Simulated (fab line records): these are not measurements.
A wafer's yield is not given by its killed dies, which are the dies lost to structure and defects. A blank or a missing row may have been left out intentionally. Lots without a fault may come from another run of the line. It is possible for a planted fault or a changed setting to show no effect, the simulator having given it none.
Check for tools in common :: flow sky130 :: 10 lots and 30 wafers in the sample

REASON IT WAS OPENED
Of 10 lots, 2 have the reading METAL2_ALCU_RS flagged at SKY_METAL2_RS_MEAS_05. Wafers without a fault read 0.1265 ohm/sq, standard deviation 0.0013.
Rule: a lot gets a flag if all its wafers with a number sit over 4 standard deviations from that mean, or if no wafer of it has a number. As for the other lots, they are considered sound.

lot: L343
measured: day 33 20:08
on: film-metro-02
METAL2_ALCU_RS (ohm/sq), wafer by wafer: 0.1264 0.1253 0.1258
flag: 

lot: L344
measured: day 34 10:26
on: film-metro-03
METAL2_ALCU_RS (ohm/sq), wafer by wafer: 0.1252 0.1263 0.1254
flag: 

lot: L347
measured: day 36 01:05
on: film-metro-03
METAL2_ALCU_RS (ohm/sq), wafer by wafer: 0.1247 0.1242 0.1237
flag: 

lot: L349
measured: day 36 05:53
on: film-metro-02
METAL2_ALCU_RS (ohm/sq), wafer by wafer: 0.1256 0.1261 0.1251
flag: 

lot: L351
measured: day 36 19:35
on: film-metro-02
METAL2_ALCU_RS (ohm/sq), wafer by wafer: 0.1268 0.1258 0.1265
flag: 

lot: L352
measured: day 36 21:06
on: film-metro-02
METAL2_ALCU_RS (ohm/sq), wafer by wafer: 0.1273 0.1287 0.1278
flag: 

lot: L356
measured: day 38 09:19
on: film-metro-02
METAL2_ALCU_RS (ohm/sq), wafer by wafer: 8.5754 8.6048 8.5701
flag: FLAGGED

lot: L358
measured: day 38 18:20
on: film-metro-02
METAL2_ALCU_RS (ohm/sq), wafer by wafer: 8.6995 8.6781 8.6645
flag: FLAGGED

lot: L360
measured: day 39 13:04
on: film-metro-01
METAL2_ALCU_RS (ohm/sq), wafer by wafer: 0.1268 0.1278 0.1278
flag: 

lot: L366
measured: day 41 02:16
on: film-metro-01
METAL2_ALCU_RS (ohm/sq), wafer by wafer: 0.1280 0.1284 0.1277
flag: 
Averaged over the flagged lots the numbers come to 8.6321 ohm/sq, +8.5056 ohm/sq from the usual (+99 or more standard deviations).

LOT BY LOT: THE TOOL USED
The record holds 3 process steps before the reading, out of a route of 708 steps. Cell contents, in order: the tool; ch with the chambers the sampled wafers went through; the start.
lot: L343
flag: 
SKY_VIA1_CMP_02: cmp-02 ch 0,2, day 32 16:12
SKY_VIA1_STRIP_16: plasma-asher-04 ch 0,1, day 33 18:35
SKY_METAL2_SPUTTER_02: pvd-sputter-04, day 33 19:59

lot: L344
flag: 
SKY_VIA1_CMP_02: cmp-02 ch 1,2, day 33 06:17
SKY_VIA1_STRIP_16: plasma-asher-01 ch 0,1, day 34 09:04
SKY_METAL2_SPUTTER_02: pvd-sputter-02, day 34 10:18

lot: L347
flag: 
SKY_VIA1_CMP_02: cmp-01 ch 1,2,3, day 34 21:01
SKY_VIA1_STRIP_16: plasma-asher-03 ch 0,1, day 35 23:42
SKY_METAL2_SPUTTER_02: pvd-sputter-04, day 36 00:59

lot: L349
flag: 
SKY_VIA1_CMP_02: cmp-01 ch 0,3, day 35 01:59
SKY_VIA1_STRIP_16: plasma-asher-04 ch 0,1, day 36 04:31
SKY_METAL2_SPUTTER_02: pvd-sputter-02, day 36 05:47

lot: L351
flag: 
SKY_VIA1_CMP_02: cmp-02 ch 0,2,3, day 35 16:25
SKY_VIA1_STRIP_16: plasma-asher-04 ch 0,1, day 36 18:10
SKY_METAL2_SPUTTER_02: pvd-sputter-02, day 36 19:28

lot: L352
flag: 
SKY_VIA1_CMP_02: cmp-01 ch 1,2, day 35 17:28
SKY_VIA1_STRIP_16: plasma-asher-01 ch 0,1, day 36 19:44
SKY_METAL2_SPUTTER_02: pvd-sputter-02, day 36 20:58

lot: L356
flag: FLAGGED
SKY_VIA1_CMP_02: cmp-02 ch 1,3, day 37 05:31
SKY_VIA1_STRIP_16: plasma-asher-04 ch 0,1, day 38 07:55
SKY_METAL2_SPUTTER_02: pvd-sputter-02, day 38 09:11

lot: L358
flag: FLAGGED
SKY_VIA1_CMP_02: cmp-02 ch 0,1,3, day 37 15:42
SKY_VIA1_STRIP_16: plasma-asher-04 ch 0,1, day 38 16:56
SKY_METAL2_SPUTTER_02: pvd-sputter-04, day 38 18:12

lot: L360
flag: 
SKY_VIA1_CMP_02: cmp-02 ch 0,1, day 38 09:50
SKY_VIA1_STRIP_16: plasma-asher-01 ch 0,1, day 39 11:39
SKY_METAL2_SPUTTER_02: pvd-sputter-04, day 39 12:59

lot: L366
flag: 
SKY_VIA1_CMP_02: cmp-01 ch 1,2,3, day 39 23:55
SKY_VIA1_STRIP_16: plasma-asher-03 ch 0,1, day 41 00:54
SKY_METAL2_SPUTTER_02: pvd-sputter-04, day 41 02:11
What the steps here do:
- SKY_VIA1_CMP_02: polishes SiO2.
- SKY_VIA1_STRIP_16: strips in O2/N2.
- SKY_METAL2_SPUTTER_02: material AlCu, target thk 250 nm, time 13.3 s.
- SKY_METAL2_RS_MEAS_05: measures by four-point-probe.

FLAGGED OVER TOTAL, TOOL BY TOOL (the gauges that took the reading come last)
step: SKY_VIA1_CMP_02
tool: cmp-01
lots run: 4
flagged: 0
share of the flagged lots: none
sound lots run after its first flagged lot: -

step: SKY_VIA1_CMP_02
tool: cmp-02
lots run: 6
flagged: 2
share of the flagged lots: all
sound lots run after its first flagged lot: 1 (L360)

step: SKY_VIA1_STRIP_16
tool: plasma-asher-01
lots run: 3
flagged: 0
share of the flagged lots: none
sound lots run after its first flagged lot: -

step: SKY_VIA1_STRIP_16
tool: plasma-asher-03
lots run: 2
flagged: 0
share of the flagged lots: none
sound lots run after its first flagged lot: -

step: SKY_VIA1_STRIP_16
tool: plasma-asher-04
lots run: 5
flagged: 2
share of the flagged lots: all
sound lots run after its first flagged lot: 0

step: SKY_METAL2_SPUTTER_02
tool: pvd-sputter-02
lots run: 5
flagged: 1
share of the flagged lots: some
sound lots run after its first flagged lot: 0

step: SKY_METAL2_SPUTTER_02
tool: pvd-sputter-04
lots run: 5
flagged: 1
share of the flagged lots: some
sound lots run after its first flagged lot: 2 (L360,L366)

step: SKY_METAL2_RS_MEAS_05
tool: film-metro-01
lots run: 2
flagged: 0
share of the flagged lots: none
sound lots run after its first flagged lot: -

step: SKY_METAL2_RS_MEAS_05
tool: film-metro-02
lots run: 6
flagged: 2
share of the flagged lots: all
sound lots run after its first flagged lot: 0

step: SKY_METAL2_RS_MEAS_05
tool: film-metro-03
lots run: 2
flagged: 0
share of the flagged lots: none
sound lots run after its first flagged lot: -

THE TABLE: WHAT IT ALLOWS
Every flagged lot was run by 3 rows of the table: cmp-02 at SKY_VIA1_CMP_02, plasma-asher-04 at SKY_VIA1_STRIP_16 and film-metro-02 at SKY_METAL2_RS_MEAS_05.
- cmp-02 at SKY_VIA1_CMP_02: 2 of its 6 lots flagged. Sound lots followed the first flagged one (L360) on it, something a lasting fault affecting the whole tool could not allow.
- plasma-asher-04 at SKY_VIA1_STRIP_16: 2 of its 5 lots flagged. Its last sound lot is L351 (day 36 18:10), its first flagged lot L356 (day 38 07:55): a fault that began between those two fits.
- film-metro-02 at SKY_METAL2_RS_MEAS_05: 2 of its 6 lots flagged. Its last sound lot is L352 (day 36 21:06), its first flagged lot L356 (day 38 09:19): a fault that began between those two fits.
Counting lots can't tell these 2 tools apart, because each fits a fault that began at some hour. More lots, or a look at what each step does to the wafer, might.

WHAT HAD BEEN PUT IN BY THE SIMULATOR
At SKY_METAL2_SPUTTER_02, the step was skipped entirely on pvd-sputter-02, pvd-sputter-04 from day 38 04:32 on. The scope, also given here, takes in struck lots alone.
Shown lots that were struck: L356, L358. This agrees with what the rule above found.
